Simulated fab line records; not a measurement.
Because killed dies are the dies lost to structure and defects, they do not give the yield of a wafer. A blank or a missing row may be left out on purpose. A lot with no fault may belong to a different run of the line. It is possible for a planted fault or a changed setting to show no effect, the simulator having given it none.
A struck lot beside a sound one || flow gf180mcu || 15 out of 602 route steps
Sound: wafers L957.1, L957.2, L957.4. Struck: wafers L963.1, L963.2, L963.3. The cause comes at the end.
Order at every step that has rows: each side's tool, ch and its chambers, its first start. Under that, the readings that differ: sound wafers || struck wafers || difference of the means || sigmas: that difference in standard deviations of wafers without a fault.
alike: readings with means less than 2 such deviations apart, plus words and numbers identical on both sides. not compared: withheld readings, readings lacking a value on some wafer, bounds such as >300 that could conceal the same value, and numbers that have no deviation in the record and whose values overlap.
A row with sigmas, a row that says differs or no value, or rows on one side alone: a step with any of these is where the two part. Numbers that don't overlap but have no deviation are shown without sigmas and don't part them. Lack of a reading on every wafer of one side parts them only where that side has two or more wafers.

first, 5 steps without rows for these wafers: GF_V3_COAT_09 (resist thk 1000 nm); GF_V3_SOFTBAKE_10 (time 60 s); GF_V3_EXPOSE_11 (exposes mask Via3, target cd 260 nm); GF_V3_PEB_12 (peb time 90 s); GF_V3_DEVELOP_13 (develop time 60 s).
GF_V3_CD_MEAS_14: target cd 260 nm.
  sound on cd sem-02, day 22 02:48; struck on cd sem-01, day 24 14:00
  alike: cd nm
GF_V3_OVL_MEAS_15:
  sound on overlay-01, day 22 02:55; struck on overlay-01, day 24 14:07
  alike: V3_OVL
GF_V3_ETCH_16: etches BARC in N2/H2.
  sound on rie diel-04 ch 0,1,2, day 22 02:58; struck on rie diel-04 ch 0,1,3, day 24 14:10
  alike: drypump motor current A, n2 flow sccm, oes product au, throttle valve pct
GF_V3_ETCH_17: etches SiO2 in C4F8/O2/Ar, stops on TiN, target depth 635 nm.
  sound on rie diel-04 ch 0,1,2; struck on rie diel-04 ch 0,1,3
  alike: oes product au
GF_V3_STRIP_18: strips in O2/N2.
  sound on plasma asher-04 ch 0,1, day 22 03:05; struck on plasma asher-04 ch 0,1, day 24 14:17
  alike: drypump motor current A, heater power w, n2 flow sccm, o2 flow sccm, oes product au
  not compared: rf hours counter h
then, 2 steps without rows for these wafers: GF_V3_STRIP_19 (strips in post etch residue remover, time 1200 s); GF_V3_CLEAN_20 (cleans in DIW).
GF_V3_SPUTTER_21: material Ti, target thk 15 nm, time 80.02 s.
  sound on pvd sputter-03, day 22 03:37; struck on pvd sputter-03, day 24 14:50
{"reading": "model.Ti_of_V3_SPUTTER_21.thk nm (nm)", "sound": "14.84 14.78 14.76", "struck": "15.28 15.28 15.34", "difference": "+0.51", "sigmas": ""}
  alike: throttle valve pct
GF_V3_SPUTTER_22: material TiN, target thk 10 nm, time 40 s.
  sound on pvd sputter-03, day 22 03:41; struck on pvd sputter-03, day 24 14:53
  alike: throttle valve pct
then, 1 step without rows for these wafers: GF_PASSIVATION_PROBE_99.

== WHERE THEY PART ==
Nowhere in this record.

WHY: what had been put in by the simulator
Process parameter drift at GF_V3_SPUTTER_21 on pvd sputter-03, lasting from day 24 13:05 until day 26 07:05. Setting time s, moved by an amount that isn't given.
